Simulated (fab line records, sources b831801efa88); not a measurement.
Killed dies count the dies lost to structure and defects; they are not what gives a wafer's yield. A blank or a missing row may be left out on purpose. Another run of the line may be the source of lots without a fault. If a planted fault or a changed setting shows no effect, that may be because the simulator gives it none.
A struck lot beside a sound one :: flow sky130 :: 16 out of 708 route steps
Sound: wafers L590.1, L590.4, L590.5. Struck: wafers L576.1, L576.5, L576.6. At the end, the cause is stated.
For every step that has rows: the tool of each side, followed by ch and its chambers, followed by its first start. Under that, the readings that differ: sound wafers :: struck wafers :: difference of the means :: sigmas: that difference in standard deviations of wafers without a fault.
alike: words and numbers the same on both sides, and readings whose means are apart by under 2 such deviations; not compared: readings that were withheld, readings missing a value for some wafer, numbers with overlapping values and no deviation given by the record, and bounds like >300 which may hide the same value.
The two part at a step that has a row with sigmas, a row that says differs or no value, or rows on one side only. Non-overlapping numbers with no deviation appear without sigmas and do not part them. Lack of a reading on every wafer of one side parts them only where that side has two or more wafers.

SKY_VIA1_CMP_02: polishes SiO2.
  sound on cmp-01 ch 0,1,2, day 39 18:39; struck on cmp-02 ch 0,2,3, day 35 02:58
  alike: motor_current_A
SKY_VIA1_BOW_MEAS_03:
  sound: film_metro-01 at day 39 18:51; struck: film_metro-01 at day 35 03:07
  alike: VIA1_BOW
then, 8 steps without rows for these wafers: SKY_VIA1_DEHYDRATE_04 (time 60 s); SKY_VIA1_HMDS_05 (prime time 60 s); SKY_VIA1_COAT_06 (resist thk 60 nm); SKY_VIA1_COAT_07 (resist thk 450 nm); SKY_VIA1_SOFTBAKE_08 (time 90 s); SKY_VIA1_EXPOSE_09 (exposes mask VIM, target cd 150 nm); SKY_VIA1_PEB_10; SKY_VIA1_DEVELOP_11 (develop time 60 s).
SKY_VIA1_CD_MEAS_12 targets a cd of 150 nm.
  sound: cd_sem-02 at day 40 20:22; struck: cd_sem-01 at day 36 05:53
  alike: cd_nm
SKY_VIA1_OVL_MEAS_13:
  sound: overlay-01 at day 40 20:29; struck: overlay-01 at day 36 06:00
  alike: VIA1_OVL
SKY_VIA1_ETCH_14: etches BARC in N2/H2, stops on SiO2, time 45.9 s, target depth 60 nm.
  sound on rie_diel-03 ch 1,2, day 40 20:31; struck on rie_diel-01 ch 1,2, day 36 06:02
reading: rf_fwd_power_W (W)
sound: 497.3 493.3 492.8
struck: 413.5 415.0 412.3
difference: -80.9
sigmas: -39

reading: model.KrF-thick_of_VIA1_COAT_07.thk_nm (nm)
sound: 393.4 394.2 393.4
struck: 397.9 397.4 396.9
difference: +3.7
sigmas: 
  alike: drypump_motor_current_A, h2_flow_sccm, oes_product_au, throttle_valve_pct
  not compared: rf_hours_counter_h
SKY_VIA1_ETCH_15: etches SiO2 in C4F8/O2/Ar, stops on TiN, target depth 351 nm, time 54 s.
  sound on rie_diel-03 ch 1,2, day 40 20:34; struck on rie_diel-01 ch 1,2, day 36 06:05
reading: model.KrF-thick_of_VIA1_COAT_07.thk_nm (nm)
sound: 324.6 325.4 323.8
struck: 326.6 326.4 325.9
difference: +1.7
sigmas: 
  alike: oes_product_au, rf_fwd_power_W
  not compared: rf_hours_counter_h
SKY_VIA1_STRIP_16: strips in O2/N2.
  sound on plasma_asher-03 ch 1, day 40 20:37; struck on plasma_asher-03 ch 0,1, day 36 06:07
  alike: drypump_motor_current_A, oes_product_au, strip_time_to_endpoint_s
  not compared: rf_hours_counter_h
then, 1 step without rows for these wafers: SKY_PAD_OPEN_PROBE_99.

WHERE THEY PART
At SKY_VIA1_ETCH_14 and nowhere else, as far as this record goes. Later steps at which nothing parts them and some readings are alike: SKY_VIA1_ETCH_15, SKY_VIA1_STRIP_16.

WHY: what the simulator had put in
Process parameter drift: rie_diel-01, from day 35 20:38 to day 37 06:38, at SKY_VIA1_ETCH_14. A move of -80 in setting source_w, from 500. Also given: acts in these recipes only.
